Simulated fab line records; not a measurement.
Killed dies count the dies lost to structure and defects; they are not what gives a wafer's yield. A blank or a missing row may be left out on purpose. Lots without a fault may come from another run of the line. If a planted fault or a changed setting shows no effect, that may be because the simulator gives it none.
Which of the tools did it? / flow sky130 / Sampling: 11 lots, 33 wafers, 5 of 708 route steps

## WHAT THE GAUGES SHOWED, per wafer
SKY_METAL4_OVL_MEAS_14. Usual: METAL4_OVL typically reads -3 nm, with standard deviation 5.3.
lot=L391; measured=day 41 21:19; on=overlay-01; METAL4_OVL (nm)=0 3 8; flag=
lot=L392; measured=day 42 04:25; on=overlay-01; METAL4_OVL (nm)=1 -8 -7; flag=
lot=L396; measured=day 43 02:37; on=overlay-02; METAL4_OVL (nm)=3 0 7; flag=
lot=L397; measured=day 43 10:43; on=overlay-01; METAL4_OVL (nm)=4 1 -1; flag=
lot=L398; measured=day 43 21:13; on=overlay-02; METAL4_OVL (nm)=-3 4 1; flag=
lot=L399; measured=day 44 02:58; on=overlay-02; METAL4_OVL (nm)=-9 2 -3; flag=
lot=L400; measured=day 44 10:10; on=overlay-01; METAL4_OVL (nm)=-3 -1 -3; flag=
lot=L410; measured=day 47 03:25; on=overlay-01; METAL4_OVL (nm)=-6 -11 -9; flag=
lot=L411; measured=day 47 05:13; on=overlay-01; METAL4_OVL (nm)=3 -7 1; flag=
lot=L413; measured=day 47 15:48; on=overlay-01; METAL4_OVL (nm)=-4 -5 0; flag=
lot=L414; measured=day 47 22:31; on=overlay-02; METAL4_OVL (nm)=-3 0 -8; flag=

SKY_VIA4_THK_MEAS_01. Usual: VIA4_HDPCVD_THK typically reads 1752 nm, with standard deviation 16.
lot=L391; measured=day 41 22:26; on=film_metro-02; VIA4_HDPCVD_THK (nm)=1759 1781 1768; flag=
lot=L392; measured=day 42 05:41; on=film_metro-02; VIA4_HDPCVD_THK (nm)=1737 1757 1746; flag=
lot=L396; measured=day 43 03:53; on=film_metro-03; VIA4_HDPCVD_THK (nm)=1728 1761 1750; flag=
lot=L397; measured=day 43 11:50; on=film_metro-03; VIA4_HDPCVD_THK (nm)=1728 1752 1765; flag=
lot=L398; measured=day 43 22:23; on=film_metro-03; VIA4_HDPCVD_THK (nm)=1750 1728 1761; flag=
lot=L399; measured=day 44 04:08; on=film_metro-03; VIA4_HDPCVD_THK (nm)=1741 1742 1737; flag=
lot=L400; measured=day 44 11:26; on=film_metro-03; VIA4_HDPCVD_THK (nm)=1724 1734 1754; flag=
lot=L410; measured=day 47 04:33; on=film_metro-03; VIA4_HDPCVD_THK (nm)=2631 1719 1752; flag=OFF
lot=L411; measured=day 47 06:22; on=film_metro-01; VIA4_HDPCVD_THK (nm)=1763 1747 2651; flag=OFF
lot=L413; measured=day 47 16:56; on=film_metro-01; VIA4_HDPCVD_THK (nm)=1744 1748 1737; flag=
lot=L414; measured=day 47 23:40; on=film_metro-03; VIA4_HDPCVD_THK (nm)=1807 1784 1751; flag=

## WHAT TOOL EACH LOT RAN ON (gives the tool, then ch and the chambers of the sampled wafers, and finally the start)
lot=L391; SKY_VIA3_CMP_24=cmp-02 ch 1,2, day 39 19:25; SKY_METAL4_ETCH_16=rie_metal-03 ch 0, day 41 21:22; SKY_VIA4_HDPCVD_00=hdpcvd-02 ch 1,2, day 41 22:15
lot=L392; SKY_VIA3_CMP_24=cmp-02 ch 0,1,3, day 40 03:22; SKY_METAL4_ETCH_16=rie_metal-02 ch 0, day 42 04:33; SKY_VIA4_HDPCVD_00=hdpcvd-02 ch 1,2, day 42 05:30
lot=L396; SKY_VIA3_CMP_24=cmp-02 ch 0,1, day 41 01:12; SKY_METAL4_ETCH_16=rie_metal-02 ch 0, day 43 02:45; SKY_VIA4_HDPCVD_00=hdpcvd-02 ch 0,2, day 43 03:42
lot=L397; SKY_VIA3_CMP_24=cmp-02 ch 1,2,3, day 41 11:00; SKY_METAL4_ETCH_16=rie_metal-03 ch 0,1, day 43 10:47; SKY_VIA4_HDPCVD_00=hdpcvd-02 ch 0,1,2, day 43 11:40
lot=L398; SKY_VIA3_CMP_24=cmp-01 ch 2,3, day 41 21:47; SKY_METAL4_ETCH_16=rie_metal-01 ch 0,1, day 43 21:18; SKY_VIA4_HDPCVD_00=hdpcvd-01 ch 0,1,2, day 43 22:11
lot=L399; SKY_VIA3_CMP_24=cmp-01 ch 1,2,3, day 42 03:20; SKY_METAL4_ETCH_16=rie_metal-02 ch 0,1, day 44 03:02; SKY_VIA4_HDPCVD_00=hdpcvd-02 ch 0,1, day 44 03:58
lot=L400; SKY_VIA3_CMP_24=cmp-02 ch 0,3, day 42 10:11; SKY_METAL4_ETCH_16=rie_metal-01 ch 0,1, day 44 10:14; SKY_VIA4_HDPCVD_00=hdpcvd-01 ch 0,1, day 44 11:15
lot=L410; SKY_VIA3_CMP_24=cmp-02 ch 0,1,3, day 45 08:30; SKY_METAL4_ETCH_16=rie_metal-02 ch 0,1, day 47 03:29; SKY_VIA4_HDPCVD_00=hdpcvd-02 ch 0,1,2, day 47 04:22
lot=L411; SKY_VIA3_CMP_24=cmp-02 ch 0,1,2, day 45 09:45; SKY_METAL4_ETCH_16=rie_metal-01 ch 0,1, day 47 05:17; SKY_VIA4_HDPCVD_00=hdpcvd-02 ch 0,1,2, day 47 06:11
lot=L413; SKY_VIA3_CMP_24=cmp-01 ch 1,3, day 45 23:14; SKY_METAL4_ETCH_16=rie_metal-01 ch 0,1, day 47 15:52; SKY_VIA4_HDPCVD_00=hdpcvd-01 ch 0,2, day 47 16:46
lot=L414; SKY_VIA3_CMP_24=cmp-02 ch 0,2,3, day 46 05:58; SKY_METAL4_ETCH_16=rie_metal-03 ch 0,1, day 47 22:35; SKY_VIA4_HDPCVD_00=hdpcvd-01 ch 0,2, day 47 23:28
- SKY_VIA3_CMP_24: polishes, stops on SiO2, t overpolish 20 s, target thk 0 nm.
- SKY_METAL4_ETCH_16: etches BARC in N2/H2, stops on SiO2, time 88.2 s, target depth 60 nm.
- SKY_VIA4_HDPCVD_00: deposits SiO2, target thk 1750 nm, time 291.7 s.

## AS READ BY THE TOOLS THEMSELVES (means over the sampled wafers that have a number; for cases with no such wafer, the mark the record gives instead)
SKY_VIA3_CMP_24. Usual: head_pressure_psi 3.501 psi, standard deviation 0.007; motor_current_A 11.7 A, standard deviation 1.1; overpolish_run_s 20.000 s, standard deviation 0.0091; slurry_flow_ml_min 150.0, standard deviation 0.42; time_to_endpoint_s 95 s, standard deviation 3.7.
lot=L391; tool=cmp-02; head_pressure_psi (psi)=3.504; motor_current_A (A)=12.1; overpolish_run_s (s)=20.003; slurry_flow_ml_min=149.8; time_to_endpoint_s (s)=94; flag=
lot=L392; tool=cmp-02; head_pressure_psi (psi)=3.500; motor_current_A (A)=11.4; overpolish_run_s (s)=20.002; slurry_flow_ml_min=150.0; time_to_endpoint_s (s)=98; flag=
lot=L396; tool=cmp-02; head_pressure_psi (psi)=3.503; motor_current_A (A)=11.8; overpolish_run_s (s)=20.000; slurry_flow_ml_min=150.5; time_to_endpoint_s (s)=96; flag=
lot=L397; tool=cmp-02; head_pressure_psi (psi)=3.494; motor_current_A (A)=11.8; overpolish_run_s (s)=19.990; slurry_flow_ml_min=150.0; time_to_endpoint_s (s)=91; flag=
lot=L398; tool=cmp-01; head_pressure_psi (psi)=3.499; motor_current_A (A)=10.2; overpolish_run_s (s)=20.004; slurry_flow_ml_min=150.5; time_to_endpoint_s (s)=96; flag=
lot=L399; tool=cmp-01; head_pressure_psi (psi)=3.503; motor_current_A (A)=10.4; overpolish_run_s (s)=20.003; slurry_flow_ml_min=150.1; time_to_endpoint_s (s)=93; flag=
lot=L400; tool=cmp-02; head_pressure_psi (psi)=3.505; motor_current_A (A)=11.3; overpolish_run_s (s)=19.999; slurry_flow_ml_min=149.8; time_to_endpoint_s (s)=94; flag=
lot=L410; tool=cmp-02; head_pressure_psi (psi)=3.502; motor_current_A (A)=11.1; overpolish_run_s (s)=20.005; slurry_flow_ml_min=150.0; time_to_endpoint_s (s)=94; flag=
lot=L411; tool=cmp-02; head_pressure_psi (psi)=3.502; motor_current_A (A)=12.3; overpolish_run_s (s)=19.997; slurry_flow_ml_min=150.0; time_to_endpoint_s (s)=98; flag=
lot=L413; tool=cmp-01; head_pressure_psi (psi)=3.500; motor_current_A (A)=10.6; overpolish_run_s (s)=19.999; slurry_flow_ml_min=149.8; time_to_endpoint_s (s)=99; flag=
lot=L414; tool=cmp-02; head_pressure_psi (psi)=3.503; motor_current_A (A)=12.0; overpolish_run_s (s)=20.001; slurry_flow_ml_min=150.2; time_to_endpoint_s (s)=96; flag=

SKY_METAL4_ETCH_16. Usual: drypump_motor_current_A 5.5 A, standard deviation 0.49; oes_product_au 0.626 a.u., standard deviation 0.0047; throttle_valve_pct 13.205 %, standard deviation 0.0086.
lot=L391; tool=rie_metal-03; drypump_motor_current_A (A)=6.1; oes_product_au (a.u.)=0.624; throttle_valve_pct (%)=13.207; flag=
lot=L392; tool=rie_metal-02; drypump_motor_current_A (A)=4.7; oes_product_au (a.u.)=0.624; throttle_valve_pct (%)=13.200; flag=
lot=L396; tool=rie_metal-02; drypump_motor_current_A (A)=4.8; oes_product_au (a.u.)=0.626; throttle_valve_pct (%)=13.208; flag=
lot=L397; tool=rie_metal-03; drypump_motor_current_A (A)=5.4; oes_product_au (a.u.)=0.626; throttle_valve_pct (%)=13.209; flag=
lot=L398; tool=rie_metal-01; drypump_motor_current_A (A)=5.8; oes_product_au (a.u.)=0.623; throttle_valve_pct (%)=13.204; flag=
lot=L399; tool=rie_metal-02; drypump_motor_current_A (A)=5.4; oes_product_au (a.u.)=0.623; throttle_valve_pct (%)=13.201; flag=
lot=L400; tool=rie_metal-01; drypump_motor_current_A (A)=5.7; oes_product_au (a.u.)=0.623; throttle_valve_pct (%)=13.201; flag=
lot=L410; tool=rie_metal-02; drypump_motor_current_A (A)=5.1; oes_product_au (a.u.)=0.622; throttle_valve_pct (%)=13.205; flag=
lot=L411; tool=rie_metal-01; drypump_motor_current_A (A)=5.7; oes_product_au (a.u.)=0.623; throttle_valve_pct (%)=13.201; flag=
lot=L413; tool=rie_metal-01; drypump_motor_current_A (A)=5.7; oes_product_au (a.u.)=0.624; throttle_valve_pct (%)=13.201; flag=
lot=L414; tool=rie_metal-03; drypump_motor_current_A (A)=5.4; oes_product_au (a.u.)=0.627; throttle_valve_pct (%)=13.202; flag=

SKY_VIA4_HDPCVD_00. Usual: sih4_flow_sccm reads 60.00 sccm (standard deviation 0.19).
lot=L391; tool=hdpcvd-02; sih4_flow_sccm (sccm)=60.04; flag=
lot=L392; tool=hdpcvd-02; sih4_flow_sccm (sccm)=60.08; flag=
lot=L396; tool=hdpcvd-02; sih4_flow_sccm (sccm)=59.74; flag=
lot=L397; tool=hdpcvd-02; sih4_flow_sccm (sccm)=60.14; flag=
lot=L398; tool=hdpcvd-01; sih4_flow_sccm (sccm)=60.09; flag=
lot=L399; tool=hdpcvd-02; sih4_flow_sccm (sccm)=59.99; flag=
lot=L400; tool=hdpcvd-01; sih4_flow_sccm (sccm)=59.95; flag=
lot=L410; tool=hdpcvd-02; sih4_flow_sccm (sccm)=69.91; flag=OFF
lot=L411; tool=hdpcvd-02; sih4_flow_sccm (sccm)=70.02; flag=OFF
lot=L413; tool=hdpcvd-01; sih4_flow_sccm (sccm)=59.89; flag=
lot=L414; tool=hdpcvd-01; sih4_flow_sccm (sccm)=60.01; flag=

## THE ANSWER, worked out from the rows above alone
Rule: a lot counts as off when the mean over its wafers that have a number is more than 3 standard deviations away from the usual mean. Also off: a lot with no number at a reading for which 4 or more lots have one. Any other lot the step has rows for is counted as sound. After the gauges, taken in route order, come the tools' own readings; for these a lot's mean is taken, as printed above. The first step at which some lot is off is used, and at that step the reading that is off furthest; a lot without a number counts as furthest.
Off: L410, L411, at SKY_VIA4_THK_MEAS_01 (VIA4_HDPCVD_THK).
A tool fits if, at a process step before that reading, it ran every lot that is off, and no sound lot after the first of them. Not tried: the gauges at SKY_VIA4_THK_MEAS_01; whatever is off there is also off at SKY_VIA4_HDPCVD_00, on other tools, and gauge error can't account for it. One fits: SKY_VIA4_HDPCVD_00 on hdpcvd-02. A fault onset in the window from L399 (day 44 03:58, its last sound lot) to L410 (day 47 04:22, its first lot off) fits.
On the lots that are off, the tool's own readings at SKY_VIA4_HDPCVD_00 differ by more than 5 times the standard deviation of the sound lots' means, which bears it out; sih4_flow_sccm reads 69.97 sccm there versus 59.99 sccm on the sound lots.

## WHAT WAS PUT IN BY THE SIMULATOR
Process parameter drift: hdpcvd-02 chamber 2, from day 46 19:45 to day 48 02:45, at SKY_VIA4_HDPCVD_00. From 60, the setting sih4_flow_sccm moved by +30. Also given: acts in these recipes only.
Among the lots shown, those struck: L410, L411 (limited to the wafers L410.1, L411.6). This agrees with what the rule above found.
